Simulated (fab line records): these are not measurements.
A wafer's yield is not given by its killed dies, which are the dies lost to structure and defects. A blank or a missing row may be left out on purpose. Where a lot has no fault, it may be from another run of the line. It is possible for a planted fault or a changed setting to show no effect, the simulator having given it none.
fab line records	flow sfq_line
record: lots: 5	wafers: 23
route steps=325 shown M2@95 I2@103 M3@122 I3@140 M4@153
start_h: the number of hours between the record's first day and the start of the first shown wafer of the lot	wait_h: how many hours have passed since the lot's step before this one	" the same as in the row above	L1.1+2: one row covering several wafers at once	- no value, or no start was given	* or withheld: withheld	< > ~ a bound
route shown NAME@n: names a module that has steps shown in the file, with the first one's number in the route	usual: mean and standard deviation over wafers with no fault	same: alike in all rows	chamber/n: place in a boat	sites: each site's reading	_std_site: how widely they spread, as a standard deviation	_edge_site: outer sites' mean less inner sites'	radius_mm: how far each site lies from the wafer's centre	mask NAME#n: copy n	behind: the last tool/chamber to shape the wafer	hold: what put the lot on hold/how long, in hours/how the hold closed	device: which transistor (n, p or np) failed to switch	end of line: tests of these same wafers at the route's end	a step with no rows: only its recipe	killed: not the wafer's yield, but the dies lost to structure and defects at the first sort	map: dies across one wafer; x = killed, . = not, _ = none there
set.NAME: setting as actually run; set.NAME@STEP: the setting as run at that earlier step	model.NAME: the simulator's own value behind a step, which no gauge read
lots where settings were altered on purpose, with a table for each step and a row for each wafer
== steps ==
step: SFQ_TRILAYER_M2_LITHO_EXPOSE_058
recipe: mask_id: M2	na: 0.6	source_shape: conventional	sigma_outer: 0.65	target_cd_nm: 500	dose_mj: 14.4
lot.wafer	tool	chamber	start_h	wait_h	mask	set.dose_mj
L075.1+2+3+5+6	krf_scanner-01	0	492.29	-	M2#0	14.4
L077.1+4	krf_scanner-01	0	506.49	-	M2#0	13.72
L077.2+5+6	"	0	"	"	M2#0	14.4
L079.2+4+5	krf_scanner-01	0	529.49	-	M2#0	14.4
L083.1+2	krf_scanner-01	0	559.26	-	M2#0	14.4
L083.3+4+6	"	0	"	"	M2#0	13.83
L084.1+3+4	krf_scanner-01	0	565.26	-	M2#0	14.76
L084.2+5	"	0	"	"	M2#0	14.4
step: SFQ_TRILAYER_M2_LITHO_PEB_060
recipe: peb_temp_c: 115	peb_time_s: 60	resist: KrF
step: SFQ_TRILAYER_M2_LITHO_DEVELOP_059
recipe: time_s: 60	resist: KrF
step: SFQ_TRILAYER_M2_BARC_OPEN_METAL_ETCH_077
recipe: mask_material: PR	chemistry: O2	target_depth_nm: 125	target: BARC	icp_w: 600	bias_w: 77.42	pressure_mtorr: 10	time_s: 41.7
lot.wafer	tool	chamber	start_h	wait_h	set.dose_mj@TRILAYER_M2_LITHO_EXPOSE_058	model.M2.cd_nm
L075.1	rie_metal-03	1	493.83	0.0	14.4	500.7
L075.2	"	0	"	"	14.4	498.8
L075.3	"	0	"	"	14.4	498.7
L075.5	"	0	"	"	14.4	498.2
L075.6	"	1	"	"	14.4	500.4
L077.1	rie_metal-02	1	508.03	0.0	13.72	506.2
L077.2	"	0	"	"	14.4	501.5
L077.4	"	1	"	"	13.72	507.5
L077.5	"	1	"	"	14.4	499.5
L077.6	"	0	"	"	14.4	500.2
L079.2	rie_metal-03	1	530.83	0.0	14.4	502.6
L079.4	"	1	"	"	14.4	503
L079.5	"	0	"	"	14.4	501.8
L083.1	rie_metal-01	0	560.80	0.0	14.4	499.6
L083.2	"	1	"	"	14.4	501.1
L083.3	"	0	"	"	13.83	506
L083.4	"	1	"	"	13.83	506.4
L083.6	"	0	"	"	13.83	505
L084.1	rie_metal-02	0	566.80	0.0	14.76	496.3
L084.2	"	1	"	"	14.4	499.9
L084.3	"	1	"	"	14.76	494.7
L084.4	"	0	"	"	14.76	496.5
L084.5	"	0	"	"	14.4	499.4
step: SFQ_TRILAYER_M2_ETCH_METAL_ETCH_060
recipe: target: Nb	stop_on: SiO2	mask_material: PR	chemistry: Cl2/Ar	target_depth_nm: 240	icp_w: 600	bias_w: 80	pressure_mtorr: 10	time_s: 120
lot.wafer	tool	chamber	start_h	wait_h	set.spin_rpm@TRILAYER_M2_LITHO_COAT_057	set.dose_mj@TRILAYER_M2_LITHO_EXPOSE_058	model.KrF_of_TRILAYER_M2_LITHO_COAT_057.thk_nm	model.M2.cd_nm
L075.1	rie_metal-03	1	493.89	0.0	3197	14.4	360.9	499.6
L075.2	"	0	"	"	3197	14.4	360.4	498.4
L075.3	"	0	"	"	3197	14.4	362.4	498
L075.5	"	0	"	"	3000	14.4	382.7	496.6
L075.6	"	1	"	"	3000	14.4	381.1	500.3
L077.1	rie_metal-02	1	508.09	0.0	3000	13.72	386.5	506.4
L077.2	"	0	"	"	3000	14.4	383.7	502.8
L077.4	"	1	"	"	3000	13.72	386.4	506.4
L077.5	"	1	"	"	3082	14.4	376.9	499.2
L077.6	"	0	"	"	3082	14.4	376.4	502.4
L079.2	rie_metal-03	1	530.89	0.0	3000	14.4	382.5	501.5
L079.4	"	1	"	"	3000	14.4	383.4	501.4
L079.5	"	0	"	"	3000	14.4	380.5	500.4
L083.1	rie_metal-01	0	560.86	0.0	3000	14.4	384.7	499.9
L083.2	"	1	"	"	3000	14.4	385.2	500.3
L083.3	"	0	"	"	3000	13.83	383.4	505.7
L083.4	"	1	"	"	3000	13.83	385.5	506
L083.6	"	0	"	"	3000	13.83	385.5	504.5
L084.1	rie_metal-02	0	566.86	0.0	3130	14.76	370.6	495.8
L084.2	"	1	"	"	3000	14.4	380.7	499.9
L084.3	"	1	"	"	3130	14.76	371.2	494.9
L084.4	"	0	"	"	3000	14.76	382.9	496.4
L084.5	"	0	"	"	3130	14.4	369.8	500.2
step: SFQ_TRILAYER_I2_DEP_PECVD_063
recipe: material: SiO2	temp_c: 150	time_s: 111.11	pressure_torr: 2.4	rf_w: 183.3	precursor: SiH4/N2O	target_thk_nm: 500
lot.wafer	tool	chamber	start_h	wait_h	set.time_s	model.SiO2_of_TRILAYER_I2_DEP_PECVD_063.thk_nm
L075.1+6	pecvd-02	0,2	494.79	0.0	111.11	502.7
L075.2	"	1	"	"	111.11	491.9
L075.3	"	2	"	"	127.6	567.5
L075.5	"	1	"	"	127.6	576.3
L077.1	pecvd-02	0	508.99	0.0	111.11	491.8
L077.2	"	2	"	"	127.7	560.6
L077.4	"	2	"	"	111.11	496.7
L077.5	"	0	"	"	111.11	492.7
L077.6	"	1	"	"	127.7	574.8
L079.2	pecvd-01	2	531.80	0.0	111.11	485.3
L079.4	"	0	"	"	111.11	509.9
L079.5	"	1	"	"	111.11	502.5
L083.1	pecvd-04	1	561.76	0.0	111.11	499
L083.2	"	0	"	"	100.1	448.7
L083.3	"	2	"	"	100.1	443.7
L083.4	"	2	"	"	111.11	502.5
L083.6	"	1	"	"	111.11	505.7
L084.1	pecvd-04	2	567.76	0.0	126.9	565.7
L084.2	"	0	"	"	126.9	563.9
L084.3	"	1	"	"	111.11	489.6
L084.4	"	0	"	"	126.9	572.5
L084.5	"	1	"	"	111.11	499.1
step: SFQ_TRILAYER_I2_CMP_CMP_064
recipe: material: SiO2	down_force_psi: 3	platen_rpm: 60	pad_velocity_m_s: 0.94248
usual: time_to_endpoint_s: 216/7.3
lot.wafer	tool	chamber	start_h	wait_h	set.time_s@TRILAYER_I2_DEP_PECVD_063	time_to_endpoint_s
L075.3	cmp-01	1	496.97	2.1	127.6	259
L075.2	"	2	"	"	111.11	210
L075.1	"	3	"	"	111.11	217
L075.5	"	1	498.97	4.1	127.6	260
L075.6	"	2	"	"	111.11	211
L077.2	cmp-02	0	510.92	1.9	127.7	267
L077.4	"	1	"	"	111.11	221
L077.1	"	3	"	"	111.11	215
L077.6	"	0	"	"	127.7	274
L077.5	"	1	"	"	111.11	211
L079.4	cmp-02	3	541.42	9.5	111.11	223
L079.2	"	0	"	"	111.11	206
L079.5	"	3	543.42	11.5	111.11	218
L083.2	cmp-01	1	572.39	10.6	100.1	172
L083.4	"	2	"	"	111.11	220
L083.1	"	3	"	"	111.11	218
L083.3	"	0	"	"	100.1	177
L083.6	"	1	"	"	111.11	211
L084.2	cmp-01	3	582.39	14.6	126.9	268
L084.4	"	0	"	"	126.9	273
L084.1	"	1	"	"	126.9	255
L084.3	"	2	"	"	111.11	204
L084.5	"	0	584.89	17.1	111.11	219
step: SFQ_TRILAYER_I2_VIA_LITHO_COAT_072
recipe: resist: BARC	spin_rpm: 3000	resist_thk_nm: 62
lot.wafer	tool	chamber	start_h	wait_h	set.spin_rpm	model.BARC_of_TRILAYER_I2_VIA_LITHO_COAT_072.thk_nm
L075.1	litho_track-02	0	501.29	1.0	2819	63.8
L075.2	"	0	"	"	3000	61.74
L075.3	"	0	"	"	2819	63.82
L075.5	"	0	"	"	2819	63.92
L075.6	"	0	"	"	3000	62.03
L077.1	litho_track-04	0	515.24	1.0	3175	60.18
L077.2	"	0	"	"	3175	60.1
L077.4	"	0	"	"	3000	61.84
L077.5	"	0	"	"	3000	61.78
L077.6	"	0	"	"	3175	60.21
L079.2	litho_track-03	0	545.29	0.8	3000	62.27
L079.4	"	0	"	"	3000	62.28
L079.5	"	0	"	"	3000	62.39
L083.1	litho_track-03	0	576.71	1.0	3000	61.8
L083.2	"	0	"	"	3000	61.71
L083.3	"	0	"	"	3000	61.75
L083.4	"	0	"	"	3000	61.58
L083.6	"	0	"	"	3000	61.77
L084.1	litho_track-04	0	586.71	1.0	2849	63.96
L084.2	"	0	"	"	3000	62.3
L084.3	"	0	"	"	3000	62.11
L084.4	"	0	"	"	3000	62.28
L084.5	"	0	"	"	2849	63.92
step: SFQ_TRILAYER_I2_VIA_BARC_OPEN_VIA_ETCH_096
recipe: mask_material: PR	chemistry: O2	target_depth_nm: 125	target: BARC	source_w: 500	bias_w: 80	pressure_mtorr: 30	time_s: 41.7
usual: oes_product_au: 0.685/0.0046
lot.wafer	tool	chamber	start_h	wait_h	set.time_s	set.spin_rpm@TRILAYER_I2_VIA_LITHO_COAT_072	oes_product_au	model.etch.depth_nm
L075.1	rie_diel-02	1	570.40	0.0	41.7	2819	0.704	63.8
L075.2	"	3	"	"	45.09	3000	0.673	-
L075.3	"	2	"	"	45.09	2819	0.691	63.82
L075.5	"	2	"	"	41.7	2819	0.698	-
L075.6	"	3	"	"	45.09	3000	0.672	-
L077.1	rie_diel-02	1	583.60	0.0	41.7	3175	0.674	-
L077.2	"	0	"	"	41.7	3175	0.679	-
L077.4	"	0	"	"	41.7	3000	0.676	61.84
L077.5	"	3	"	"	41.7	3000	0.677	61.78
L077.6	"	1	"	"	41.7	3175	0.676	60.21
L079.2	rie_diel-01	1	612.40	0.0	41.7	3000	0.685	62.27
L079.4	"	0	"	"	41.7	3000	0.687	62.28
L079.5	"	1	"	"	41.7	3000	0.680	62.39
L083.1	rie_diel-03	3	642.50	0.0	41.7	3000	0.673	-
L083.2	"	2	"	"	41.7	3000	0.685	-
L083.3	"	1	"	"	41.7	3000	0.683	61.75
L083.4	"	1	"	"	41.7	3000	0.684	-
L083.6	"	2	"	"	41.7	3000	0.682	61.77
L084.1	rie_diel-03	0	648.50	0.0	41.7	2849	0.697	63.96
L084.2	"	1	"	"	41.7	3000	0.692	62.3
L084.3	"	2	"	"	41.7	3000	0.689	62.11
L084.4	"	3	"	"	37.85	3000	0.720	62.28
L084.5	"	2	"	"	37.85	2849	0.731	63.92
step: SFQ_TRILAYER_M3_LITHO_COAT_080
recipe: resist: BARC	spin_rpm: 3000	resist_thk_nm: 62
lot.wafer	tool	chamber	start_h	wait_h	set.resist_thk_nm	model.BARC_of_TRILAYER_M3_LITHO_COAT_080.thk_nm
L075.1	litho_track-04	0	571.63	0.1	59.71	59.66
L075.2	"	0	"	"	62	61.92
L075.3	"	0	"	"	59.71	59.58
L075.5	"	0	"	"	62	62.12
L075.6	"	0	"	"	59.71	59.88
L077.1	litho_track-01	0	584.83	0.1	62	61.91
L077.2	"	0	"	"	65.25	65.19
L077.4	"	0	"	"	65.25	65.17
L077.5	"	0	"	"	62	62.07
L077.6	"	0	"	"	62	61.78
L079.2	litho_track-03	0	613.68	0.1	62	62.02
L079.4	"	0	"	"	62	62.04
L079.5	"	0	"	"	62	62.05
L083.1	litho_track-03	0	643.73	0.1	62	62.08
L083.2	"	0	"	"	62	62.06
L083.3	"	0	"	"	62	62.1
L083.4	"	0	"	"	62	62.25
L083.6	"	0	"	"	62	61.82
L084.1+5	litho_track-01	0	649.73	0.1	58.58	58.74
L084.2	"	0	"	"	62	62.14
L084.3	"	0	"	"	58.58	58.81
L084.4	"	0	"	"	62	62.28
step: SFQ_TRILAYER_M3_BARC_OPEN_METAL_ETCH_100
recipe: mask_material: PR	chemistry: O2	target_depth_nm: 125	target: BARC	icp_w: 600	bias_w: 80	pressure_mtorr: 10	time_s: 41.7
usual: oes_product_au: 0.685/0.0053
lot.wafer	tool	chamber	start_h	wait_h	set.time_s	set.resist_thk_nm@TRILAYER_M3_LITHO_COAT_080	oes_product_au	model.KrF_of_TRILAYER_M3_LITHO_COAT_075.thk_nm	model.etch.depth_nm
L075.1	rie_metal-01	0	638.99	0.0	35.95	59.71	0.721	531.1	59.66
L075.2	"	1	"	"	35.95	62	0.734	529.2	-
L075.3	"	0	"	"	35.95	59.71	0.717	529.5	59.58
L075.5	"	1	"	"	41.7	62	0.677	522.4	-
L075.6	"	0	"	"	41.7	59.71	0.677	524.4	-
L077.1	rie_metal-04	1	646.10	0.0	41.7	62	0.689	521.1	-
L077.2	"	0	"	"	41.7	65.25	0.707	522.9	-
L077.4	"	0	"	"	41.7	65.25	0.701	525.3	65.17
L077.5	"	0	"	"	41.7	62	0.681	523.2	62.07
L077.6	"	1	"	"	41.7	62	0.680	519.6	61.78
L079.2	rie_metal-04	1	673.41	0.0	41.7	62	0.690	518.9	62.02
L079.4	"	0	"	"	41.7	62	0.693	518.9	62.04
L079.5	"	0	"	"	41.7	62	0.693	519.7	62.05
L083.1	rie_metal-02	0	700.58	0.0	41.7	62	0.683	521.5	-
L083.2	"	1	"	"	41.7	62	0.679	523.6	-
L083.3	"	1	"	"	41.7	62	0.687	522.5	62.1
L083.4	"	0	"	"	39.2	62	0.707	528.2	-
L083.6	"	0	"	"	39.2	62	0.707	527.3	61.82
L084.1	rie_metal-01	0	704.18	0.0	37.22	58.58	0.694	529.8	58.74
L084.2	"	1	"	"	37.22	62	0.716	530	62.14
L084.3	"	1	"	"	41.7	58.58	0.667	523.2	58.81
L084.4	"	0	"	"	41.7	62	0.681	524.9	62.28
L084.5	"	0	"	"	41.7	58.58	0.668	524.4	58.74
step: SFQ_TRILAYER_I3_VIA_LITHO_EXPOSE_086
recipe: mask_id: I3	na: 0.6	source_shape: conventional	sigma_outer: 0.65	target_cd_nm: 500	dose_mj: 21.3
lot.wafer	tool	chamber	start_h	wait_h	mask	set.dose_mj
L075.1+2+3+5+6	krf_scanner-02	0	775.29	-	I3#0	21.3
L077.1+2+5	krf_scanner-02	0	783.69	-	I3#0	21.3
L077.4+6	"	0	"	"	I3#0	22.05
L079.2+4+5	krf_scanner-02	0	813.04	-	I3#0	21.3
L083.1+4	krf_scanner-02	0	847.21	-	I3#0	21.99
L083.2+3+6	"	0	"	"	I3#0	21.3
L084.1+2+3+4+5	krf_scanner-02	0	850.81	-	I3#0	21.3
step: SFQ_TRILAYER_I3_VIA_LITHO_PEB_088
recipe: peb_temp_c: 115	peb_time_s: 60	resist: KrF
step: SFQ_TRILAYER_I3_VIA_LITHO_DEVELOP_087
recipe: time_s: 60	resist: KrF
step: SFQ_TRILAYER_I3_VIA_BARC_OPEN_VIA_ETCH_121
recipe: mask_material: PR	chemistry: O2	target_depth_nm: 125	target: BARC	source_w: 500	bias_w: 80	pressure_mtorr: 30	time_s: 41.7
lot.wafer	tool	chamber	start_h	wait_h	set.dose_mj@TRILAYER_I3_VIA_LITHO_EXPOSE_086	model.I3.cd_nm
L075.1	rie_diel-03	3	776.85	0.0	21.3	498.6
L075.2	"	2	"	"	21.3	498.1
L075.3	"	1	"	"	21.3	497.7
L075.5	"	3	"	"	21.3	497.9
L075.6	"	1	"	"	21.3	497.6
L077.1	rie_diel-02	3	785.22	0.0	21.3	500.6
L077.2	"	0	"	"	21.3	500.8
L077.4	"	3	"	"	22.05	506.8
L077.5	"	0	"	"	21.3	499.7
L077.6	"	2	"	"	22.05	505.5
L079.2	rie_diel-04	1	814.37	0.0	21.3	501
L079.4	"	0	"	"	21.3	501.8
L079.5	"	2	"	"	21.3	501.3
L083.1	rie_diel-04	3	848.75	0.0	21.99	503.2
L083.2	"	0	"	"	21.3	499.7
L083.3	"	1	"	"	21.3	499
L083.4	"	3	"	"	21.99	504.6
L083.6	"	1	"	"	21.3	498.7
L084.1	rie_diel-04	0	852.35	0.0	21.3	501.1
L084.2	"	3	"	"	21.3	500.5
L084.3	"	2	"	"	21.3	500.1
L084.4	"	1	"	"	21.3	499.2
L084.5	"	3	"	"	21.3	498.4
step: SFQ_TRILAYER_M4_LITHO_COAT_093
recipe: resist: KrF	spin_rpm: 3000	resist_thk_nm: 600
lot.wafer	tool	chamber	start_h	wait_h	set.spin_rpm	model.KrF_of_TRILAYER_M4_LITHO_COAT_093.thk_nm
L075.1	litho_track-04	0	778.99	0.2	3000	601.6
L075.2	"	0	"	"	3000	602.1
L075.3	"	0	"	"	3000	602.4
L075.5	"	0	"	"	3000	603.7
L075.6	"	0	"	"	3000	603.2
L077.1	litho_track-04	0	786.75	0.2	2866	615.6
L077.2	"	0	"	"	3000	602.4
L077.4	"	0	"	"	3000	601.4
L077.5	"	0	"	"	3000	601.8
L077.6	"	0	"	"	2866	615.5
L079.2	litho_track-01	0	815.95	0.2	3000	600.8
L079.4	"	0	"	"	3000	600.9
L079.5	"	0	"	"	3000	601.1
L083.1+3	litho_track-01	0	850.27	0.2	3000	599
L083.2	"	0	"	"	3000	598.1
L083.4	"	0	"	"	3000	596.5
L083.6	"	0	"	"	3000	599.7
L084.1	litho_track-01	0	853.87	0.2	3000	601.8
L084.2	"	0	"	"	3085	592.7
L084.3	"	0	"	"	3085	592.3
L084.4	"	0	"	"	3085	594.4
L084.5	"	0	"	"	3000	599.8
step: SFQ_TRILAYER_M4_LITHO_PEB_096
recipe: peb_temp_c: 115	peb_time_s: 60	resist: KrF
lot.wafer	tool	chamber	start_h	wait_h	set.peb_temp_c
L075.1+3	litho_track-02	0	901.01	1.0	112
L075.2+5+6	"	0	"	"	115
L077.1+2+4+5+6	litho_track-02	0	910.61	1.0	115
L079.2+4+5	litho_track-02	0	938.24	0.8	115
L083.1+2+4	litho_track-04	0	968.04	1.0	111.8
L083.3+6	"	0	"	"	115
L084.1+2+3+4+5	litho_track-02	0	971.74	1.0	115
step: SFQ_TRILAYER_M4_LITHO_DEVELOP_095
recipe: time_s: 60	resist: KrF
step: SFQ_TRILAYER_M4_BARC_OPEN_METAL_ETCH_123
recipe: mask_material: PR	chemistry: O2	target_depth_nm: 125	target: BARC	icp_w: 600	bias_w: 80	pressure_mtorr: 10.38	time_s: 41.7
lot.wafer	tool	chamber	start_h	wait_h	set.peb_temp_c@TRILAYER_M4_LITHO_PEB_096	model.M4.cd_nm
L075.1	rie_metal-03	0	901.35	0.0	112	559.1
L075.2	"	1	"	"	115	499.9
L075.3	"	1	"	"	112	560.7
L075.5	"	0	"	"	115	498.6
L075.6	"	1	"	"	115	501.9
L077.1	rie_metal-03	0	910.95	0.0	115	498.2
L077.2+5	"	1,0	"	"	115	498.4
L077.4	"	0	"	"	115	498.7
L077.6	"	1	"	"	115	499.7
L079.2	rie_metal-03	1	938.55	0.0	115	498
L079.4	"	0	"	"	115	498.1
L079.5	"	1	"	"	115	499
L083.1	rie_metal-01	1	968.38	0.0	111.8	562.7
L083.2	"	1	"	"	111.8	563.2
L083.3	"	1	"	"	115	499.5
L083.4	"	1	"	"	111.8	565
L083.6	"	1	"	"	115	498.6
L084.1	rie_metal-03	0	972.08	0.0	115	499.4
L084.2+5	"	1	"	"	115	498.2
L084.3	"	0	"	"	115	497.6
L084.4	"	1	"	"	115	498.1
step: SFQ_TRILAYER_M4_ETCH_METAL_ETCH_096
recipe: target: Nb	stop_on: SiO2	mask_material: PR	chemistry: Cl2/Ar	target_depth_nm: 240	icp_w: 600	bias_w: 80	pressure_mtorr: 10	time_s: 120
lot.wafer	tool	chamber	start_h	wait_h	set.bias_w	set.spin_rpm@TRILAYER_M4_LITHO_COAT_093	model.KrF_of_TRILAYER_M4_LITHO_COAT_093.thk_nm
L075.1	rie_metal-03	0	901.41	0.0	80	3000	382.2
L075.2	"	1	"	"	80	3000	382.4
L075.3+6	"	1	"	"	80	3000	382.8
L075.5	"	0	"	"	80	3000	384.6
L077.1	rie_metal-03	0	911.01	0.0	80	2866	397.4
L077.2	"	1	"	"	80	3000	383.2
L077.4	"	0	"	"	80	3000	383.6
L077.5	"	0	"	"	80	3000	384
L077.6	"	1	"	"	80	2866	397.1
L079.2+5	rie_metal-03	1	938.61	0.0	80	3000	379.6
L079.4	"	0	"	"	80	3000	382.7
L083.1+3	rie_metal-01	1	968.50	0.1	80	3000	381.7
L083.2	"	1	"	"	80	3000	380
L083.4	"	1	"	"	80	3000	378.4
L083.6	"	1	"	"	80	3000	382.4
L084.1	rie_metal-03	0	972.14	0.0	74.68	3000	388.1
L084.2	"	1	"	"	80	3085	370.9
L084.3	"	0	"	"	74.68	3085	377.9
L084.4	"	1	"	"	80	3085	373.2
L084.5	"	1	"	"	74.68	3000	382.5
== key ==
split: step: SFQ_TRILAYER_M2_LITHO_EXPOSE_058	setting: dose_mj	stated: 14.4	by: wafer
response: step: SFQ_TRILAYER_M2_BARC_OPEN_METAL_ETCH_077	reading: model.M2.cd_nm	change: -1.39	per: 1%	r: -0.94
response: step: SFQ_TRILAYER_M2_ETCH_METAL_ETCH_060	reading: model.M2.cd_nm	change: -1.25	per: 1%	r: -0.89
split: step: SFQ_TRILAYER_I2_DEP_PECVD_063	setting: time_s	stated: 111.11	by: wafer
response: step: SFQ_TRILAYER_I2_DEP_PECVD_063	reading: model.SiO2_of_TRILAYER_I2_DEP_PECVD_063.thk_nm	change: +5.08	per: 1%	r: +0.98
response: step: SFQ_TRILAYER_I2_CMP_CMP_064	reading: time_to_endpoint_s	change: *	per: 1%	r: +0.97
split: step: SFQ_TRILAYER_I2_VIA_LITHO_COAT_072	setting: spin_rpm	stated: 3000	by: wafer
response: step: SFQ_TRILAYER_I2_VIA_LITHO_COAT_072	reading: model.BARC_of_TRILAYER_I2_VIA_LITHO_COAT_072.thk_nm	change: -0.314	per: 1%	r: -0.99
response: step: SFQ_TRILAYER_I2_VIA_BARC_OPEN_VIA_ETCH_096	reading: model.etch.depth_nm	change: -0.312	per: 1%	r: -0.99
split: step: SFQ_TRILAYER_I2_VIA_BARC_OPEN_VIA_ETCH_096	setting: time_s	stated: 41.7	by: wafer
response: step: SFQ_TRILAYER_I2_VIA_BARC_OPEN_VIA_ETCH_096	reading: oes_product_au	change: -0.00321	per: 1%	r: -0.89
split: step: SFQ_TRILAYER_M3_LITHO_COAT_080	setting: resist_thk_nm	stated: 62	by: wafer
response: step: SFQ_TRILAYER_M3_LITHO_COAT_080	reading: model.BARC_of_TRILAYER_M3_LITHO_COAT_080.thk_nm	change: +0.624	per: 1%	r: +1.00
response: step: SFQ_TRILAYER_M3_BARC_OPEN_METAL_ETCH_100	reading: model.etch.depth_nm	change: +0.623	per: 1%	r: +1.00
split: step: SFQ_TRILAYER_M3_BARC_OPEN_METAL_ETCH_100	setting: time_s	stated: 41.7	by: wafer
response: step: SFQ_TRILAYER_M3_BARC_OPEN_METAL_ETCH_100	reading: oes_product_au	change: -0.00337	per: 1%	r: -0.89
response: step: SFQ_TRILAYER_M3_BARC_OPEN_METAL_ETCH_100	reading: model.KrF_of_TRILAYER_M3_LITHO_COAT_075.thk_nm	change: -0.537	per: 1%	r: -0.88
split: step: SFQ_TRILAYER_I3_VIA_LITHO_EXPOSE_086	setting: dose_mj	stated: 21.3	by: wafer
response: step: SFQ_TRILAYER_I3_VIA_BARC_OPEN_VIA_ETCH_121	reading: model.I3.cd_nm	change: +1.56	per: 1%	r: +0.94
split: step: SFQ_TRILAYER_M4_LITHO_COAT_093	setting: spin_rpm	stated: 3000	by: wafer
response: step: SFQ_TRILAYER_M4_LITHO_COAT_093	reading: model.KrF_of_TRILAYER_M4_LITHO_COAT_093.thk_nm	change: -2.96	per: 1%	r: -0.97
response: step: SFQ_TRILAYER_M4_ETCH_METAL_ETCH_096	reading: model.KrF_of_TRILAYER_M4_LITHO_COAT_093.thk_nm	change: -3.32	per: 1%	r: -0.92
split: step: SFQ_TRILAYER_M4_LITHO_PEB_096	setting: peb_temp_c	stated: 115	by: wafer
response: step: SFQ_TRILAYER_M4_BARC_OPEN_METAL_ETCH_123	reading: model.M4.cd_nm	change: -23.1	per: 1%	r: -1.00
split: step: SFQ_TRILAYER_M4_ETCH_METAL_ETCH_096	setting: bias_w	stated: 80	by: wafer
response none clear
split outside_this_file step=SFQ_TRILAYER_M2_LITHO_COAT_057 setting=spin_rpm
split outside_this_file: this setting was split too, and the file shows its column; the key of that split is in another file
